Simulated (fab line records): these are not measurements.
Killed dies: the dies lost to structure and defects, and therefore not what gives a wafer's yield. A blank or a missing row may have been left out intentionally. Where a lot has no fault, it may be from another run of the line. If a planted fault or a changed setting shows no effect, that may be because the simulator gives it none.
Comparing a struck lot with a sound one	flow sky130	15 out of 708 route steps
Sound: wafers L314.2, L314.4, L314.5. Struck: wafers L306.1, L306.3, L306.6. The cause is named last.
At each step with rows: each side's tool, then ch and its chambers, then its first start. Under that, the readings that differ: sound wafers	struck wafers	difference of the means	sigmas: that difference in standard deviations of wafers without a fault.
alike: readings whose means differ by less than 2 such deviations, and words and numbers that are the same on both sides. not compared: withheld readings, readings that some wafer has no value for, bounds like >300 that may hide the same value, and numbers for which the record gives no deviation and whose values overlap.
A row with sigmas, a row that says differs or no value, or rows on one side alone: a step with any of these is where the two part. When numbers do not overlap yet have no deviation, they are printed without sigmas and do not part them. A reading missing from all wafers of one side parts the sides only when that side holds two or more wafers.

first, 8 steps without rows for these wafers: SKY_METAL1_DEHYDRATE_07 (time 60 s); SKY_METAL1_HMDS_08 (prime time 60 s); SKY_METAL1_COAT_09 (resist thk 60 nm); SKY_METAL1_COAT_10 (resist thk 450 nm); SKY_METAL1_SOFTBAKE_11 (time 90 s); SKY_METAL1_EXPOSE_12 (exposes mask MM1, target cd 140 nm); SKY_METAL1_PEB_13; SKY_METAL1_DEVELOP_14 (develop time 60 s).
SKY_METAL1_CD_MEAS_15: target cd 140 nm.
  sound on cdSem-01 at day 37 10:28; struck on cdSem-01 at day 34 16:44
  alike: cdNm
SKY_METAL1_OVL_MEAS_16:
  sound on overlay-02 at day 37 10:34; struck on overlay-01 at day 34 16:51
  alike: METAL1_OVL
SKY_METAL1_DESCUM_17: chemistry O2, time 8 s.
  sound on rieMetal-03 ch 0,1, day 37 10:36; struck on rieMetal-02 ch 0,1, day 34 16:53
  alike: chamberPressureMTorr, drypumpMotorCurrentA, oesProductAu, tempC
  not compared: rfHoursCounterH
SKY_METAL1_ETCH_18: etches BARC in N2/H2, stops on SiO2, time 45.9 s, target depth 60 nm.
  sound on rieMetal-03 ch 0,1, day 37 10:38; struck on rieMetal-02 ch 0,1, day 34 16:55
  alike: biasW, chamberPressureMTorr, drypumpMotorCurrentA, oesProductAu, throttleValvePct
  not compared: rfHoursCounterH
SKY_METAL1_METAL_ETCH_19: etches the open film in Cl2/BCl3, stops on SiO2, target depth 360 nm, time 78 s.
  sound on rieMetal-03 ch 0,1, day 37 10:42; struck on rieMetal-02 ch 0,1, day 34 16:59
  no value came back on the struck wafers for any of 7 readings (bcl3FlowSccm (sccm), biasW (W) and others); on the sound wafers bcl3FlowSccm (sccm) reads 29.95 29.93 29.99
reading	sound	struck	difference	sigmas
model.KrF-thick_of_METAL1_COAT_10.thkNm (nm)	162.1 161.6 160.3	393.4 392.6 392.4	+231.5	
model.SiO2_of_CONTACT_HDPCVD_02.thkNm (nm)	327.4 328.4 325	336.3 335.4 335	+8.6	
  not compared: rfHoursCounterH
SKY_METAL1_STRIP_20: strips in O2/N2.
  sound on plasmaAsher-04 ch 0,1, day 37 10:47; struck on plasmaAsher-04 ch 1, day 34 17:04
reading	sound	struck	difference	sigmas
oesProductAu (a.u.)	0.348 0.341 0.342	0.438 0.454 0.449	+0.103	+21
stripTimeToEndpointS (s)	2.73 2.72 2.71	5.20 5.21 5.18	+2.48	+48
  alike: chamberPressureMTorr, drypumpMotorCurrentA
  not compared: rfHoursCounterH
then, 1 step without rows for these wafers: SKY_METAL1_STRIP_21 (strips in post etch residue remover, time 1200 s).

## WHERE THEY PART
At SKY_METAL1_METAL_ETCH_19 first; at SKY_METAL1_STRIP_20 last (within this record only).

WHY: what the simulator had put in
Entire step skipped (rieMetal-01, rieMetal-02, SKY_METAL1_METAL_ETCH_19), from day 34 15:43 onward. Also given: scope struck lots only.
